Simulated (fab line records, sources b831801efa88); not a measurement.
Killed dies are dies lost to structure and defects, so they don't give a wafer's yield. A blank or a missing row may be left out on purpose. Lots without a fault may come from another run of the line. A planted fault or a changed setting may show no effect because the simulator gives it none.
Which tool did it? | flow sky130 | 15 lots, 45 wafers sampled, at 3 steps of a route of 708

WHAT THE GAUGES READ, wafer by wafer
SKY_LOCAL_INTERCONNECT_THK_MEAS_02: measures by xrf.
lot  | measured     | on            | LOCAL_INTERCONNECT_TIN_THK (nm)
L873 | day 29 05:39 | film_metro-02 | 97.8 98.1 96.2
L874 | day 29 16:14 | film_metro-01 | 99.4 98.9 98.7
L876 | day 30 07:57 | film_metro-01 | 99.6 98.6 98.3
L875 | day 30 10:22 | film_metro-01 | 98.2 97.6 97.8
L879 | day 31 09:01 | film_metro-01 | 97.9 98.2 99.1
L880 | day 31 15:42 | film_metro-03 | 99.5 98.2 99.4
L881 | day 32 12:23 | film_metro-02 | 97.8 96.2 97.9
L883 | day 32 14:30 | film_metro-01 | 98.8 99.2 98.2
L882 | day 32 15:53 | film_metro-01 | 99.0 99.0 100.1
L884 | day 32 18:59 | film_metro-03 | 97.5 99.1 98.5
L887 | day 33 22:58 | film_metro-02 | 97.5 97.0 97.8
L892 | day 35 17:08 | film_metro-03 | 97.5 98.6 97.7
L894 | day 36 15:33 | film_metro-01 | 98.3 99.3 99.9
L895 | day 36 22:28 | film_metro-01 | 100.9 97.7 97.7
L896 | day 37 07:13 | film_metro-03 | 98.8 98.9 98.3

SKY_CONTACT_BOW_MEAS_05.
lot  | measured     | on            | CONTACT_BOW (um)
L873 | day 30 11:38 | film_metro-03 | 82 86 80
L874 | day 30 21:25 | film_metro-01 | 78 78 92
L876 | day 31 13:35 | film_metro-03 | 76 89 89
L875 | day 31 15:11 | film_metro-01 | 84 73 86
L879 | day 32 13:58 | film_metro-04 | 80 71 77
L880 | day 32 20:20 | film_metro-04 | 69 64 80
L881 | day 33 17:08 | film_metro-04 | 89 100 86
L887 | day 35 03:14 | film_metro-01 | 80 77 78
L892 | day 36 20:43 | film_metro-03 | 89 75 82
L894 | day 37 18:53 | film_metro-01 | 75 85 74
L895 | day 38 02:04 | film_metro-03 | 84 82 80
L896 | day 38 10:17 | film_metro-03 | 76 84 85

WHICH TOOL RAN EACH LOT (tool, then ch and the chambers of the sampled wafers, then the start)
lot  | SKY_LOCAL_INTERCONNECT_EXPOSE_08
L873 | krf_scanner-01 ch 0, day 29 20:20
L874 | krf_scanner-02 ch 0, day 30 06:40
L876 | krf_scanner-01 ch 0, day 30 22:09
L875 | krf_scanner-02 ch 0, day 31 00:30
L879 | krf_scanner-01 ch 0, day 31 22:34
L880 | krf_scanner-02 ch 0, day 32 05:48
L881 | krf_scanner-01 ch 0, day 33 01:38
L883 | krf_scanner-01, day 33 03:54
L882 | krf_scanner-01, day 33 05:21
L884 | krf_scanner-01, day 33 08:03
L887 | krf_scanner-01 ch 0, day 34 12:20
L892 | krf_scanner-01 ch 0, day 36 06:54
L894 | krf_scanner-01 ch 0, day 37 05:29
L895 | krf_scanner-01 ch 0, day 37 11:42
L896 | krf_scanner-01 ch 0, day 37 19:47
- SKY_LOCAL_INTERCONNECT_EXPOSE_08: exposes mask LI1M, target cd 170 nm.

WHAT THE TOOLS THEMSELVES READ (means of the sampled wafers that have a number; where no wafer has one, the mark that the record gives instead)
SKY_LOCAL_INTERCONNECT_EXPOSE_08.
lot  | tool           | exposure_dose_mJ_cm2 | focus_offset_nm (nm)
L873 | krf_scanner-01 | 27.98                | 0.1
L874 | krf_scanner-02 | 28.00                | -0.3
L876 | krf_scanner-01 | 27.98                | -0.2
L875 | krf_scanner-02 | 28.01                | 0.0
L879 | krf_scanner-01 | 27.98                | 0.0
L880 | krf_scanner-02 | 27.99                | -0.4
L881 | krf_scanner-01 | 28.06                | 0.0
L883 | krf_scanner-01 | -                    | -
L882 | krf_scanner-01 | -                    | -
L884 | krf_scanner-01 | -                    | -
L887 | krf_scanner-01 | 28.00                | 1.0
L892 | krf_scanner-01 | 28.02                | -0.1
L894 | krf_scanner-01 | 28.02                | 0.1
L895 | krf_scanner-01 | 27.98                | 0.0
L896 | krf_scanner-01 | 28.03                | -0.1

THE ANSWER, worked out from the rows above alone
Rule: what is usual is taken from the lots themselves. Put in order of their means at a reading, lots are off if they are a third of the lots or fewer, leave a main group of 4 or more, and stand apart from it by a gap of 3 or more times the standard deviation of the main group's means; of several such gaps the widest counts. A main group whose means are all the same, to the digits that the tables above print for the reading, isn't used. A lot without any number at a reading at which 4 lots or more have one is off too. The other lots that the step has rows for count as sound. The gauges are gone through in route order, then the tools' own readings, and for those a lot's mean is taken as printed above. The first step at which some lot is off is used, and at that step the reading that is off furthest; a lot without a number counts as furthest.
Off: L883, L882, L884, at SKY_LOCAL_INTERCONNECT_EXPOSE_08 (exposure_dose_mJ_cm2). Without a number there: L883, L882, L884. The main group: mean 28.00, standard deviation 0.024.
A tool fits if, at that step or a process step before it, it ran every lot that is off, and no sound lot after the first of them. None of those tried fits.

WHAT THE SIMULATOR HAD PUT IN
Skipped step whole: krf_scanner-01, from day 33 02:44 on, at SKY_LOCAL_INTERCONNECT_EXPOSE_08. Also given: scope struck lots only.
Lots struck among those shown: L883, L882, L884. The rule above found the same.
